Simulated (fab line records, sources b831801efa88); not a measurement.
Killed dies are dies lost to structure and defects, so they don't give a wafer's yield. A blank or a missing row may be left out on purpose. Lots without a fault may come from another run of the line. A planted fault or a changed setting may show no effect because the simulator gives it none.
A sampling plan put to the test | flow sky130 | one fab line, 16 faults that these records tell of, each judged on the records of the lots that it struck
The plan is the line's own looks: the steps of the route at which a gauge or an inspection reads the wafer and doesn't change it. A look can be judged if struck wafers have a number there and the file gives its usual mean and standard deviation on fault-free wafers. Caught: at a look after the fault's first step, the mean of the struck wafers lies 4 or more of those standard deviations (sigma) from the usual mean. On the tool: the same test on the tool's own readings at the fault's steps. Another recipe on the struck wafers, or a record that is blank for them alone, also counts as caught.

THE FAULTS, as the simulator had put them in
1. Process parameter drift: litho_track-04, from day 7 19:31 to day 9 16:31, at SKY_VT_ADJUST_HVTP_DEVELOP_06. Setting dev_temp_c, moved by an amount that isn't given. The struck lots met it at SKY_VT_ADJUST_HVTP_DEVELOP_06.
2. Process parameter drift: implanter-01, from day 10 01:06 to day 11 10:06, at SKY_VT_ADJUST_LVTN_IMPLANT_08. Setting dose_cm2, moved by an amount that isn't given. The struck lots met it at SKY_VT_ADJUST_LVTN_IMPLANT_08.
3. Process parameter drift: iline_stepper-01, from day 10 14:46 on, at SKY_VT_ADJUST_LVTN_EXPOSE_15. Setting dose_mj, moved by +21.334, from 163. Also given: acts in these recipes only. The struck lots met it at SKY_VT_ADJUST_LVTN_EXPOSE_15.
4. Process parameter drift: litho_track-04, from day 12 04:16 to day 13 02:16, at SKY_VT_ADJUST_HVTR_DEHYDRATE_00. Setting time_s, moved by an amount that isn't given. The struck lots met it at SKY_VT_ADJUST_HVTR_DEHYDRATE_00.
5. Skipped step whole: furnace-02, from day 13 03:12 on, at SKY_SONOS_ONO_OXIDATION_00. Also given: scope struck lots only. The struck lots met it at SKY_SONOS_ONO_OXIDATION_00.
6. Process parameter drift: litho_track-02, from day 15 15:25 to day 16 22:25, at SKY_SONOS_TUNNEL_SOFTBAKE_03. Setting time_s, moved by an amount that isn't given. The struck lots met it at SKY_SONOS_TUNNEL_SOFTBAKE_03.
7. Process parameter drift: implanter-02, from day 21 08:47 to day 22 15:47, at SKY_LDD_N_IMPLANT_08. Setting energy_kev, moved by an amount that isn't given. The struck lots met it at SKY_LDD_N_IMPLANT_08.
8. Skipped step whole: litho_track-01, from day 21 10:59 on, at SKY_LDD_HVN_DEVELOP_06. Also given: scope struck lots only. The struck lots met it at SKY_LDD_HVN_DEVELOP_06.
9. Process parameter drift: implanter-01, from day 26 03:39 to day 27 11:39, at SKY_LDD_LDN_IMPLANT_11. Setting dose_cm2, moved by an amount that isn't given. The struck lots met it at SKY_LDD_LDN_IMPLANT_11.
10. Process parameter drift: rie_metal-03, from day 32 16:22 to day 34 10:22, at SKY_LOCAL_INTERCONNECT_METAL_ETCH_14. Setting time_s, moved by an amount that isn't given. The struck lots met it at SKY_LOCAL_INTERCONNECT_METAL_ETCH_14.
11. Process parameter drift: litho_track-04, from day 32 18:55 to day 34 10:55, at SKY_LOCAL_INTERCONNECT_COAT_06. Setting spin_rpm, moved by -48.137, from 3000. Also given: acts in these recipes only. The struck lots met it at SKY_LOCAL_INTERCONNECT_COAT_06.
12. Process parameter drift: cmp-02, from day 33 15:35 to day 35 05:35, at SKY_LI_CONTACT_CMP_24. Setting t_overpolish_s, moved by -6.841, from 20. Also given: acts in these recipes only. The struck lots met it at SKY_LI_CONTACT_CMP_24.
13. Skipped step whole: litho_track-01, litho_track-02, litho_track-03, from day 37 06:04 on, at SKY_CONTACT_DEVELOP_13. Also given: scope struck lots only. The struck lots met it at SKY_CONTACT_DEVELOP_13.
14. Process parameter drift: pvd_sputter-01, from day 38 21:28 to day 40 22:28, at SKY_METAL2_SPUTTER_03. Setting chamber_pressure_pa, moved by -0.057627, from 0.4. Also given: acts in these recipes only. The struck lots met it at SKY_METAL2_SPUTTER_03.
15. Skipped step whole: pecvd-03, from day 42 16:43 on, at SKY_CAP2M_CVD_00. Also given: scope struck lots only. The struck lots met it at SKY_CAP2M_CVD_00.
16. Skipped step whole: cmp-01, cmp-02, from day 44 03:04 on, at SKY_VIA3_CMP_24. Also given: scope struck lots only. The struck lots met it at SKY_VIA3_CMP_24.

WHAT THE PLAN SAW
fault | on the tool itself                               | first look that catches it                      | reading, sigma | median hours from its first step to that look | hours from the fault's start to the first struck lot there | judged looks passed uncaught
1     | developer_temp_C +23 sigma                       | not the one look that can be judged after it    | -              | -                                             | -                                                          | 1
2     | dose_ions_cm2 -33 sigma                          | not the one look that can be judged after it    | -              | -                                             | -                                                          | 1
3     | exposure_dose_mJ_cm2 +99 or beyond sigma         | not the one look that can be judged after it    | -              | -                                             | -                                                          | 1
4     | heater_power_total_W +99 or beyond sigma         | none of the 3 looks that can be judged after it | -              | -                                             | -                                                          | 3
5     | the tool's record is blank for the struck wafers | none of the 2 looks that can be judged after it | -              | -                                             | -                                                          | 2
6     | run_length_s +57 sigma                           | no look after it can be judged                  | -              | -                                             | -                                                          | 0
7     | beam_energy_keV -99 or beyond sigma              | not the one look that can be judged after it    | -              | -                                             | -                                                          | 1
8     | the tool's record is blank for the struck wafers | no look after it can be judged                  | -              | -                                             | -                                                          | 0
9     | dose_ions_cm2 +75 sigma                          | not the one look that can be judged after it    | -              | -                                             | -                                                          | 1
10    | oes_product_au -4.5 sigma                        | no look after it can be judged                  | -              | -                                             | -                                                          | 0
11    | spin_speed_rpm -24 sigma                         | no look after it can be judged                  | -              | -                                             | -                                                          | 0
12    | overpolish_run_s -99 or beyond sigma             | not the one look that can be judged after it    | -              | -                                             | -                                                          | 1
13    | the tool's record is blank for the struck wafers | no look after it can be judged                  | -              | -                                             | -                                                          | 0
14    | chamber_pressure_pa -77 sigma                    | no look after it can be judged                  | -              | -                                             | -                                                          | 0
15    | the tool's record is blank for the struck wafers | no look after it can be judged                  | -              | -                                             | -                                                          | 0
16    | the tool's record is blank for the struck wafers | no look after it can be judged                  | -              | -                                             | -                                                          | 0
A dash: the fault isn't caught, or these records don't give the number.

Caught at a look: 0 of 16. Caught on the tool: 16 of 16. By one or the other: 16 of 16.
Caught on the tool alone: faults 1, 2, 3, 4, 5, 6, 7, 8, 9, 10, 11, 12, 13, 14, 15, 16.
